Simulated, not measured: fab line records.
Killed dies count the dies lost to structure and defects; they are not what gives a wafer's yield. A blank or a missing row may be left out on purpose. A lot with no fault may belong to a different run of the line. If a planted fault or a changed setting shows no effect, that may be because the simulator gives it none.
A lot that was struck, set against a sound lot / flow sky130 / 16 steps out of a route of 708
Sound: the wafers L373.1, L373.5, L373.6. Wafers struck: L379.1, L379.5, L379.6. The cause is given at the end.
At each step with rows: each side's tool, then ch and its chambers, then its first start. Under that, the readings that differ: sound wafers / struck wafers / difference of the means / sigmas: that difference in standard deviations of wafers without a fault.
alike: words and numbers the same on both sides, and readings whose means are apart by under 2 such deviations; not compared: readings that were withheld, readings missing a value for some wafer, numbers with overlapping values and no deviation given by the record, and bounds like >300 which may hide the same value.
A row with sigmas, a row that says differs or no value, or rows on one side alone: a step with any of these is where the two part. Non-overlapping numbers with no deviation appear without sigmas and do not part them. Lack of a reading on every wafer of one side parts them only where that side has two or more wafers.

first, 2 steps without rows for these wafers: SKY_PWDE_PEB_05; SKY_PWDE_DEVELOP_06 (develop time 60 s).
SKY_PWDE_OVL_MEAS_07:
  sound: overlay-01 at day 3 17:22; struck: overlay-02 at day 5 08:37
  alike: PWDE_OVL
following that, these wafers have no rows for 1 step: SKY_PWDE_IMPLANT_08.
SKY_PWDE_STRIP_09: strips in O2/N2.
  sound on plasma_asher-01 ch 0,1, day 3 17:33; struck on plasma_asher-01 ch 0,1, day 5 08:48
  alike: drypump_motor_current_A, oes_product_au, strip_time_to_endpoint_s
  not compared: rf_hours_counter_h
SKY_PWDE_TW_MEAS_10:
  sound: film_metro-02 at day 3 17:39; struck: film_metro-02 at day 5 08:54
  alike: PWDE_TW
then, 6 steps without rows for these wafers: SKY_NWELL_DEHYDRATE_03 (time 60 s); SKY_NWELL_HMDS_04 (prime time 60 s); SKY_NWELL_COAT_05 (resist thk 3000 nm); SKY_NWELL_SOFTBAKE_06; SKY_NWELL_EXPOSE_07 (exposes mask NWM, target cd 840 nm); SKY_NWELL_PEB_08.
SKY_NWELL_DEVELOP_09: develop time 60 s.
  sound on litho_track-01 ch 0, day 4 09:00; struck on litho_track-01 ch 0, day 6 02:00
reading=chill_plate_temp_C (C); sound=23.08 23.23 23.23; struck=23.12 22.94 22.79; difference=-0.23; sigmas=-2
SKY_NWELL_OVL_MEAS_10:
  sound: overlay-02 at day 4 10:04; struck: overlay-01 at day 6 02:55
reading=NWELL_00_OVL (nm); sound=-1.4 0.9 -2.0; struck=- - -; difference=no value on the struck wafers; sigmas=
following that, these wafers have no rows for 1 step: SKY_NWELL_IMPLANT_11.
SKY_PAD_OPEN_PROBE_99:
  sound wafers here have rows in the record (prober-01, day 45 16:23); struck ones have none

WHERE THEY PART
First at SKY_NWELL_DEVELOP_09; last, within this record, at SKY_PAD_OPEN_PROBE_99.

WHY: the cause the simulator had injected
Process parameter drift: litho_track-01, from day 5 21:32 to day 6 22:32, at SKY_NWELL_DEVELOP_09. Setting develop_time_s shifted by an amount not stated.
